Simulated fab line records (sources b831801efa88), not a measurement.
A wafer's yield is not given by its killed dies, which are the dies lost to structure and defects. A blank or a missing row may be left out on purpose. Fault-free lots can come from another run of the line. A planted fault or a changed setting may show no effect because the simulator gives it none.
One fault seen from 2 desks | flow sky130 | numbers are kept per desk, each desk with only its own; the story behind them comes last

DESK OF THE TOOL OWNER: plasma-asher-02
The tool's own readings at SKY_METAL1_STRIP_20 (strips in O2/N2): means of the sampled wafers that have a number, for each lot that ran on this tool. If a lot's mean is further than 4 standard deviations from the usual mean, the lot is out of limits and carries the mark OUT (the distance appears in the brackets).
Columns: A = drypump-motor-current-A at SKY_METAL1_STRIP_20, usual 5.9 A; B = o2-flow-sccm at SKY_METAL1_STRIP_20, usual 3002 sccm; C = oes-product-au at SKY_METAL1_STRIP_20, usual 0.344 a.u.; D = strip-time-to-endpoint-s at SKY_METAL1_STRIP_20, usual 2.72 s
lot  | first seen here | A   | B    | C     | D
L389 | day 33 05:39    | 6.4 | 3001 | 0.342 | 2.73
L394 | day 34 16:30    | 6.1 | 3003 | 0.345 | 2.73
L399 | day 36 06:43    | 6.1 | 3011 | 0.343 | 2.75
L408 | day 38 21:38    | 6.1 | 3005 | 0.343 | 2.70
L411 | day 40 03:27    | 6.1 | 2996 | 0.341 | 2.71
This desk's finding: nothing out of limits on any of the 5 lots.

METROLOGY DESK
Means of the sampled wafers that have a number, per lot and without regard to the tool the lot ran on: this is what the gauges read. If a lot's mean is further than 4 standard deviations from the usual mean, the lot is out of limits and carries the mark OUT (the distance appears in the brackets).
Columns: A = VIA4_BOW at SKY_VIA4_BOW_MEAS_03, usual 81 um; B = PASSIVATION_CVD_02_THK at SKY_PASSIVATION_THK_MEAS_03, usual 540 nm
lot  | first seen here | A  | B
L388 | day 42 04:48    | 83 | 543
L389 | day 42 06:52    | 92 | 542
L391 | day 42 22:28    | 73 | 545
L394 | day 43 13:27    | 75 | 543
L399 | day 44 23:22    | 78 | 539
L401 | day 46 17:19    | 91 | 539
L406 | day 46 21:40    | 77 | 546
L407 | day 46 21:44    | 81 | 547
L408 | day 47 01:40    | 95 | 545
L409 | day 47 18:14    | 69 | 533
L410 | day 47 20:23    | 85 | 534
L411 | day 48 02:06    | 66 | 541
This desk's finding: nothing out of limits on any of the 12 lots.

TAKEN TOGETHER
The tool owner's desk saw nothing out of limits.
From the metrology desk's view, nothing was out of limits.

WHAT WAS PUT IN BY THE SIMULATOR
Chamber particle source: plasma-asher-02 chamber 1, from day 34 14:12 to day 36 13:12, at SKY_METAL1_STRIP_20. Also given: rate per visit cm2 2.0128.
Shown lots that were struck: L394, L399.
